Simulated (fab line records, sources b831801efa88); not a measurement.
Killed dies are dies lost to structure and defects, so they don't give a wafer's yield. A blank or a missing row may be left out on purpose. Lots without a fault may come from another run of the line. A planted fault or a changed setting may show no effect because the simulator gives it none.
Which tool did it? | flow gf180mcu | 14 lots, 42 wafers sampled, at 2 steps of a route of 602

WHAT THE GAUGES READ, wafer by wafer
GF_V1_THK_MEAS_01. Usual: V1_CVD_00_THK 599 nm, standard deviation 7.
lot  | measured     | on            | V1_CVD_00_THK (nm) | flag
L605 | day 18 08:10 | film_metro-01 | 593 589 595        |
L604 | day 18 10:11 | film_metro-04 | 599 598 600        |
L606 | day 18 21:34 | film_metro-04 | 593 589 583        |
L607 | day 19 09:16 | film_metro-03 | 604 599 603        |
L608 | day 19 14:43 | film_metro-03 | 597 601 601        |
L610 | day 20 05:29 | film_metro-03 | 610 598 601        |
L612 | day 20 21:51 | film_metro-03 | 587 590 588        |
L613 | day 21 10:47 | film_metro-03 | 600 601 601        |
L614 | day 21 15:16 | film_metro-04 | 597 596 593        |
L615 | day 21 16:50 | film_metro-01 | 608 601 603        |
L617 | day 22 15:28 | film_metro-01 | 598 584 598        |
L619 | day 23 05:30 | film_metro-01 | 599 590 587        |
L621 | day 23 20:16 | film_metro-01 | 486 470 475        | OFF
L625 | day 25 03:05 | film_metro-04 | 490 476 473        | OFF

WHICH TOOL RAN EACH LOT (tool, then ch and the chambers of the sampled wafers, then the start)
lot  | GF_V1_CVD_00
L605 | hdpcvd-01 ch 0,1,2, day 18 08:04
L604 | hdpcvd-02 ch 0,1, day 18 10:07
L606 | hdpcvd-02 ch 0,2, day 18 21:29
L607 | hdpcvd-01 ch 1,2, day 19 09:11
L608 | hdpcvd-01 ch 0,1,2, day 19 14:39
L610 | hdpcvd-02 ch 1,2, day 20 05:23
L612 | hdpcvd-02 ch 0,2, day 20 21:46
L613 | hdpcvd-01 ch 1,2, day 21 10:42
L614 | hdpcvd-02 ch 0,1,2, day 21 15:11
L615 | hdpcvd-01 ch 0,1,2, day 21 16:45
L617 | hdpcvd-02 ch 0,2, day 22 15:23
L619 | hdpcvd-02 ch 0,2, day 23 05:26
L621 | hdpcvd-02 ch 0,1,2, day 23 20:11
L625 | hdpcvd-02 ch 0,1,2, day 25 03:00
- GF_V1_CVD_00: deposits SiO2, target thk 600 nm, time 100 s.

WHAT THE TOOLS THEMSELVES READ (means of the sampled wafers that have a number; where no wafer has one, the mark that the record gives instead)
GF_V1_CVD_00. Usual: sih4_flow_sccm 59.98 sccm, standard deviation 0.18.
lot  | tool      | sih4_flow_sccm (sccm) | flag
L605 | hdpcvd-01 | 59.92                 |
L604 | hdpcvd-02 | 59.72                 |
L606 | hdpcvd-02 | 59.94                 |
L607 | hdpcvd-01 | 59.77                 |
L608 | hdpcvd-01 | 59.97                 |
L610 | hdpcvd-02 | 60.25                 |
L612 | hdpcvd-02 | 60.07                 |
L613 | hdpcvd-01 | 59.97                 |
L614 | hdpcvd-02 | 60.22                 |
L615 | hdpcvd-01 | 59.99                 |
L617 | hdpcvd-02 | 59.87                 |
L619 | hdpcvd-02 | 59.99                 |
L621 | hdpcvd-02 | 47.99                 | OFF
L625 | hdpcvd-02 | 47.98                 | OFF

THE ANSWER, worked out from the rows above alone
Rule: a lot is off if the mean of its wafers that have a number lies more than 3 standard deviations from the usual mean. A lot without any number at a reading at which 4 lots or more have one is off too. The other lots that the step has rows for count as sound. The gauges are gone through in route order, then the tools' own readings, and for those a lot's mean is taken as printed above. The first step at which some lot is off is used, and at that step the reading that is off furthest; a lot without a number counts as furthest.
Off: L621, L625, at GF_V1_THK_MEAS_01 (V1_CVD_00_THK).
A tool fits if, at a process step before that reading, it ran every lot that is off, and no sound lot after the first of them. The gauges at GF_V1_THK_MEAS_01 aren't tried: what is off there is off at GF_V1_CVD_00 too, on other tools, and a gauge's error can't cause that. One fits: hdpcvd-02 at GF_V1_CVD_00. Its last sound lot is L619 (day 23 05:26), its first lot that is off L621 (day 23 20:11): a fault that began between those two fits.
The tool's own readings at GF_V1_CVD_00 bear it out: on the lots that are off they differ by more than 5 times the standard deviation of the sound lots' means. sih4_flow_sccm reads 47.98 sccm there against 59.97 sccm on the sound lots.

WHAT THE SIMULATOR HAD PUT IN
Process parameter drift: hdpcvd-02, from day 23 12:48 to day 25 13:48, at GF_V1_CVD_00. Setting sih4_flow_sccm, moved by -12, from 60. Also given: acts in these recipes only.
Lots struck among those shown: L621, L625. The rule above found the same.
